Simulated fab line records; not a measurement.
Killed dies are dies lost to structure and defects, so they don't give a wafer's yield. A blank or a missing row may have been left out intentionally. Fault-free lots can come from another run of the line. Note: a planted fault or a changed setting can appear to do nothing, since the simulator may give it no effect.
Which tool was responsible?	flow gf180mcu	Sampling: 14 lots, 42 wafers, 5 of 602 route steps

## WHAT THE GAUGES SHOWED, per wafer
GF_POLY_GATE_CD_MEAS_10 targets a cd of 280 nm. Usual: cd-nm 280.2 nm, standard deviation 1.1.
lot	measured	on	cd-nm (nm)	flag
L105	day 9 04:16	cd-sem-02	278.0 279.8 279.1	
L106	day 9 14:26	cd-sem-01	280.5 280.2 281.7	
L107	day 9 22:47	cd-sem-02	279.8 280.9 280.5	
L108	day 10 05:17	cd-sem-01	278.3 278.6 278.3	
L109	day 10 15:36	cd-sem-02	278.6 279.4 278.5	
L111	day 11 00:41	cd-sem-01	281.1 280.6 280.0	
L112	day 11 05:24	cd-sem-01	279.1 279.9 279.4	
L114	day 11 18:54	cd-sem-01	278.1 279.0 278.7	
L119	day 13 08:05	cd-sem-01	281.0 281.6 281.3	
L121	day 13 21:10	cd-sem-01	279.5 280.4 280.1	
L122	day 14 08:01	cd-sem-02	282.3 281.7 281.5	
L124	day 14 20:19	cd-sem-02	280.6 280.0 280.6	
L125	day 15 04:49	cd-sem-02	281.5 280.8 281.2	
L128	day 16 08:04	cd-sem-02	278.7 278.8 278.7	

GF_HV_LDD_OVL_MEAS_20. Usual: for HV_LDD_01_OVL the level is 0.5 nm and the standard deviation is 1.1.
lot	measured	on	HV_LDD_01_OVL (nm)	flag
L105	day 10 18:22	overlay-01	1.4 2.9 0.5	
L106	day 11 04:10	overlay-01	-1.6 -1.1 0.0	
L107	day 11 13:22	overlay-01	0.9 0.7 0.6	
L108	day 11 21:01	overlay-02	0.7 2.2 0.5	
L109	day 12 07:53	overlay-02	-1.3 -0.6 -0.3	
L111	day 12 18:55	overlay-01	-0.6 -0.1 -1.9	
L112	day 12 22:29	overlay-01	1.6 1.3 1.0	
L114	day 13 11:55	overlay-01	1.0 2.1 0.3	
L119	day 15 04:58	overlay-02	3.0 1.6 2.5	
L121	day 15 18:31	overlay-01	-1.2 -1.0 0.1	
L122	day 16 06:57	overlay-02	1.5 0.3 2.6	
L124	day 16 18:56	overlay-01	1.0 1.0 1.3	
L125	day 17 04:31	overlay-02	1.5 0.4 -0.7	
L128	day 18 09:25	overlay-02	1.4 1.3 1.7	

GF_HV_LDD_TW_MEAS_23. Usual: for HV_LDD_2_TW the level is 1062 and the standard deviation is 5.
lot	measured	on	HV_LDD_2_TW	flag
L105	day 10 18:39	film-metro-01	1053 1060 1059	
L106	day 11 04:28	film-metro-01	1055 1056 1061	
L107	day 11 13:38	film-metro-04	1063 1064 1059	
L108	day 11 21:17	film-metro-04	1063 1062 1060	
L109	day 12 08:10	film-metro-01	1060 1062 1063	
L111	day 12 19:13	film-metro-03	1065 1059 1059	
L112	day 12 22:46	film-metro-04	1069 1062 1060	
L114	day 13 12:12	film-metro-03	1060 1059 1057	
L119	day 15 05:16	film-metro-04	999 998 1000	OFF
L121	day 15 18:48	film-metro-04	1061 1063 1068	
L122	day 16 07:14	film-metro-01	999 1003 997	OFF
L124	day 16 19:13	film-metro-03	1057 1064 1057	
L125	day 17 04:48	film-metro-03	1052 1053 1054	
L128	day 18 09:42	film-metro-03	1064 1059 1062	

## WHICH TOOL RAN EACH LOT (tool, then ch and the chambers of the sampled wafers, then the start)
lot	GF_VT_IMPLANT_RTA_45	GF_HV_LDD_IMPLANT_21
L105	rtp-anneal-02 ch 0, day 7 15:07	implanter-01 ch 0, day 10 18:26
L106	rtp-anneal-02 ch 0, day 7 20:08	implanter-01 ch 0, day 11 04:13
L107	rtp-anneal-02 ch 0, day 8 02:26	implanter-04 ch 0, day 11 13:23
L108	rtp-anneal-01 ch 0, day 8 11:54	implanter-02 ch 0, day 11 21:02
L109	rtp-anneal-02 ch 0, day 8 18:46	implanter-04 ch 0, day 12 07:56
L111	rtp-anneal-02 ch 0, day 9 04:56	implanter-04 ch 0, day 12 18:58
L112	rtp-anneal-02 ch 0, day 9 12:08	implanter-01 ch 0, day 12 22:31
L114	rtp-anneal-02 ch 0, day 10 00:28	implanter-01 ch 0, day 13 11:58
L119	rtp-anneal-01 ch 0, day 11 10:20	implanter-04 ch 0, day 15 05:01
L121	rtp-anneal-02 ch 0, day 11 23:24	implanter-02 ch 0, day 15 18:34
L122	rtp-anneal-01 ch 0, day 12 09:07	implanter-04 ch 0, day 16 07:01
L124	rtp-anneal-01 ch 0, day 12 22:19	implanter-01 ch 0, day 16 18:59
L125	rtp-anneal-02 ch 0, day 13 05:49	implanter-02 ch 0, day 17 04:35
L128	rtp-anneal-01 ch 0, day 14 05:23	implanter-02 ch 0, day 18 09:28
- GF_VT_IMPLANT_RTA_45: time 30 s.
- GF_HV_LDD_IMPLANT_21

## AS READ BY THE TOOLS THEMSELVES (means over the sampled wafers that have a number; for cases with no such wafer, the mark the record gives instead)
GF_VT_IMPLANT_RTA_45. Usual: lamp-power-pct 34.1 %, standard deviation 1.7; wafer_temp_C_max 1053.0, standard deviation 0.69.
lot	tool	lamp-power-pct (%)	wafer_temp_C_max	flag
L105	rtp-anneal-02	35.3	1052.6	
L106	rtp-anneal-02	35.3	1053.1	
L107	rtp-anneal-02	35.3	1053.1	
L108	rtp-anneal-01	31.7	1053.4	
L109	rtp-anneal-02	35.3	1053.3	
L111	rtp-anneal-02	35.3	1052.6	
L112	rtp-anneal-02	35.3	1053.5	
L114	rtp-anneal-02	35.4	1052.0	
L119	rtp-anneal-01	31.7	1053.1	
L121	rtp-anneal-02	35.3	1053.2	
L122	rtp-anneal-01	31.7	1053.1	
L124	rtp-anneal-01	31.7	1053.8	
L125	rtp-anneal-02	35.3	1053.0	
L128	rtp-anneal-01	31.7	1052.7	

GF_HV_LDD_IMPLANT_21. Usual: beam-energy-keV 24.998, standard deviation 0.0082; faraday-current-uA 281, standard deviation 6.2.
lot	tool	beam-energy-keV	faraday-current-uA	flag
L105	implanter-01	24.987	280	
L106	implanter-01	24.998	278	
L107	implanter-04	24.990	279	
L108	implanter-02	24.995	281	
L109	implanter-04	24.993	279	
L111	implanter-04	25.004	282	
L112	implanter-01	24.995	282	
L114	implanter-01	24.997	286	
L119	implanter-04	19.990	288	OFF
L121	implanter-02	25.003	280	
L122	implanter-04	19.998	281	OFF
L124	implanter-01	25.004	283	
L125	implanter-02	25.012	290	
L128	implanter-02	24.994	284	

## THE ANSWER, worked out from the rows above alone
Rule: lot off if the mean of its wafers having a number is beyond 3 standard deviations from the usual mean. A lot without any number at a reading at which 4 lots or more have one is off too. Where the step has rows for the other lots, those lots are counted as sound. First the gauges in route order, then the tools' own readings, where a lot's mean is used as printed above. The first step at which some lot is off is used, and at that step the reading that is off furthest; a lot without a number counts as furthest.
Off: L119, L122, at GF_HV_LDD_TW_MEAS_23 (HV_LDD_2_TW).
A tool fits if, at a process step before that reading, it ran every lot that is off, and no sound lot after the first of them. Not tried: the gauges at GF_HV_LDD_TW_MEAS_23; whatever is off there is also off at GF_HV_LDD_IMPLANT_21, on other tools, and gauge error can't account for it. One candidate fits, namely implanter-04 at GF_HV_LDD_IMPLANT_21. A fault onset in the window from L111 (day 12 18:58, its last sound lot) to L119 (day 15 05:01, its first lot off) fits.
On the lots that are off, the tool's own readings at GF_HV_LDD_IMPLANT_21 differ by more than 5 times the standard deviation of the sound lots' means, which bears it out; beam-energy-keV reads 19.994 there versus 24.998 on the sound lots.

## WHAT THE SIMULATOR HAD INSERTED
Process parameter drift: implanter-04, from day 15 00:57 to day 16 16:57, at GF_HV_LDD_IMPLANT_21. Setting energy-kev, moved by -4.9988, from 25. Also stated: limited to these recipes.
Lots struck among those shown: L119, L122. This agrees with what the rule above found.
